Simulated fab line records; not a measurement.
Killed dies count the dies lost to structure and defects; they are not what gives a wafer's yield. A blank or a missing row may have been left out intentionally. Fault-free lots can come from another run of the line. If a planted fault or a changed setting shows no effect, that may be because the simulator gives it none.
What tool caused it? / flow gf180mcu / 33 wafers from 11 lots sampled at 3 of the route's 602 steps

## WHAT THE GAUGES SHOWED, per wafer
GF_V2_THK_MEAS_03. Usual: V2_CVD_02_THK typically reads 850 nm, with standard deviation 11.
lot=L814; measured=day 19 11:14; on=film metro-03; V2_CVD_02_THK (nm)=832 848 859; flag=
lot=L820; measured=day 21 16:34; on=film metro-04; V2_CVD_02_THK (nm)=841 849 846; flag=
lot=L822; measured=day 22 10:32; on=film metro-04; V2_CVD_02_THK (nm)=826 858 845; flag=
lot=L823; measured=day 22 12:55; on=film metro-01; V2_CVD_02_THK (nm)=844 848 850; flag=
lot=L824; measured=day 22 23:46; on=film metro-01; V2_CVD_02_THK (nm)=829 846 858; flag=
lot=L825; measured=day 23 04:40; on=film metro-04; V2_CVD_02_THK (nm)=845 845 866; flag=
lot=L831; measured=day 25 07:13; on=film metro-03; V2_CVD_02_THK (nm)=852 864 871; flag=
lot=L832; measured=day 25 20:19; on=film metro-01; V2_CVD_02_THK (nm)=841 847 868; flag=
lot=L835; measured=day 26 13:07; on=film metro-01; V2_CVD_02_THK (nm)=832 833 843; flag=
lot=L836; measured=day 26 22:38; on=film metro-01; V2_CVD_02_THK (nm)=841 843 844; flag=
lot=L837; measured=day 27 03:02; on=film metro-04; V2_CVD_02_THK (nm)=863 871 867; flag=

GF_V2_BOW_MEAS_05. Usual: V2_BOW typically reads 99 um, with standard deviation 7.4.
lot=L814; measured=day 19 11:36; on=film metro-03; V2_BOW (um)=96 105 96; flag=
lot=L820; measured=day 21 16:56; on=film metro-01; V2_BOW (um)=102 102 96; flag=
lot=L822; measured=day 22 10:54; on=film metro-01; V2_BOW (um)=93 87 99; flag=
lot=L823; measured=day 22 13:17; on=film metro-03; V2_BOW (um)=89 94 100; flag=
lot=L824; measured=day 23 00:08; on=film metro-03; V2_BOW (um)=112 104 108; flag=
lot=L825; measured=day 23 05:02; on=film metro-04; V2_BOW (um)=100 96 101; flag=
lot=L831; measured=day 25 07:35; on=film metro-04; V2_BOW (um)=100 117 105; flag=
lot=L832; measured=day 25 20:40; on=film metro-01; V2_BOW (um)=107 112 105; flag=
lot=L835; measured=day 26 13:29; on=film metro-01; V2_BOW (um)=97 80 107; flag=
lot=L836; measured=day 26 23:01; on=film metro-03; V2_BOW (um)=93 102 96; flag=
lot=L837; measured=day 27 03:25; on=film metro-03; V2_BOW (um)=107 100 105; flag=

## TOOL THAT RAN EACH LOT (tool first, then ch and the chambers of the sampled wafers, then the start)
lot=L814; GF_M2_METAL_ETCH_16=rie metal-02 ch 0,1, day 19 10:21
lot=L820; GF_M2_METAL_ETCH_16=rie metal-01 ch 0,1, day 21 15:35
lot=L822; GF_M2_METAL_ETCH_16=rie metal-04 ch 0,1, day 22 09:38
lot=L823; GF_M2_METAL_ETCH_16=rie metal-01 ch 0,1, day 22 12:04
lot=L824; GF_M2_METAL_ETCH_16=rie metal-02 ch 1, day 22 22:55
lot=L825; GF_M2_METAL_ETCH_16=rie metal-02 ch 0,1, day 23 03:48
lot=L831; GF_M2_METAL_ETCH_16=rie metal-04 ch 0, day 25 06:21
lot=L832; GF_M2_METAL_ETCH_16=rie metal-02 ch 1, day 25 19:26
lot=L835; GF_M2_METAL_ETCH_16=rie metal-04 ch 0,1, day 26 12:15
lot=L836; GF_M2_METAL_ETCH_16=rie metal-04 ch 0,1, day 26 21:45
lot=L837; GF_M2_METAL_ETCH_16=rie metal-02 ch 0,1, day 27 02:12
- GF_M2_METAL_ETCH_16: etches the open film in Cl2/BCl3, stops on SiO2, target depth 750.8 nm, time 125.1 s.

## AS READ BY THE TOOLS THEMSELVES (means over the sampled wafers that have a number; for cases with no such wafer, the mark the record gives instead)
GF_M2_METAL_ETCH_16. Usual: chamber pressure mTorr 8.000 mTorr, standard deviation 0.007; drypump motor current A 5.9 A, standard deviation 0.43; mfc cl2 sccm 80.04 sccm, standard deviation 0.25; oes product au 0.985 a.u., standard deviation 0.0083; throttle valve pct 28.236 %, standard deviation 0.012.
lot=L814; tool=rie metal-02; chamber pressure mTorr (mTorr)=7.998; drypump motor current A (A)=6.2; mfc cl2 sccm (sccm)=79.87; oes product au (a.u.)=0.989; throttle valve pct (%)=28.242; flag=
lot=L820; tool=rie metal-01; chamber pressure mTorr (mTorr)=8.003; drypump motor current A (A)=5.7; mfc cl2 sccm (sccm)=79.95; oes product au (a.u.)=0.989; throttle valve pct (%)=28.223; flag=
lot=L822; tool=rie metal-04; chamber pressure mTorr (mTorr)=8.004; drypump motor current A (A)=5.7; mfc cl2 sccm (sccm)=80.08; oes product au (a.u.)=0.985; throttle valve pct (%)=28.233; flag=
lot=L823; tool=rie metal-01; chamber pressure mTorr (mTorr)=8.000; drypump motor current A (A)=5.6; mfc cl2 sccm (sccm)=80.13; oes product au (a.u.)=0.979; throttle valve pct (%)=28.230; flag=
lot=L824; tool=rie metal-02; chamber pressure mTorr (mTorr)=7.993; drypump motor current A (A)=6.4; mfc cl2 sccm (sccm)=80.24; oes product au (a.u.)=0.997; throttle valve pct (%)=28.221; flag=
lot=L825; tool=rie metal-02; chamber pressure mTorr (mTorr)=7.998; drypump motor current A (A)=6.2; mfc cl2 sccm (sccm)=80.05; oes product au (a.u.)=0.988; throttle valve pct (%)=28.219; flag=
lot=L831; tool=rie metal-04; chamber pressure mTorr (mTorr)=7.996; drypump motor current A (A)=6.5; mfc cl2 sccm (sccm)=79.93; oes product au (a.u.)=0.983; throttle valve pct (%)=28.242; flag=
lot=L832; tool=rie metal-02; chamber pressure mTorr (mTorr)=8.005; drypump motor current A (A)=6.4; mfc cl2 sccm (sccm)=79.98; oes product au (a.u.)=0.974; throttle valve pct (%)=28.242; flag=
lot=L835; tool=rie metal-04; chamber pressure mTorr (mTorr)=7.997; drypump motor current A (A)=6.1; mfc cl2 sccm (sccm)=80.17; oes product au (a.u.)=0.984; throttle valve pct (%)=28.236; flag=
lot=L836; tool=rie metal-04; chamber pressure mTorr (mTorr)=8.004; drypump motor current A (A)=5.8; mfc cl2 sccm (sccm)=79.82; oes product au (a.u.)=0.988; throttle valve pct (%)=28.236; flag=
lot=L837; tool=rie metal-02; chamber pressure mTorr (mTorr)=7.993; drypump motor current A (A)=6.2; mfc cl2 sccm (sccm)=80.05; oes product au (a.u.)=0.968; throttle valve pct (%)=28.253; flag=

## THE ANSWER, worked out from the rows above alone
Rule: a lot is off if the mean of its wafers that have a number lies more than 3 standard deviations from the usual mean. Also off: a lot with no number at a reading for which 4 or more lots have one. The other lots that the step has rows for count as sound. Order of review: gauges by route order, followed by the tools' own readings, for which a lot's mean as printed above is used. The first step at which some lot is off is used, and at that step the reading that is off furthest; a lot without a number counts as furthest.
No lot is off at any reading shown: from this, nothing can be told.

## WHAT THE SIMULATOR HAD PUT IN
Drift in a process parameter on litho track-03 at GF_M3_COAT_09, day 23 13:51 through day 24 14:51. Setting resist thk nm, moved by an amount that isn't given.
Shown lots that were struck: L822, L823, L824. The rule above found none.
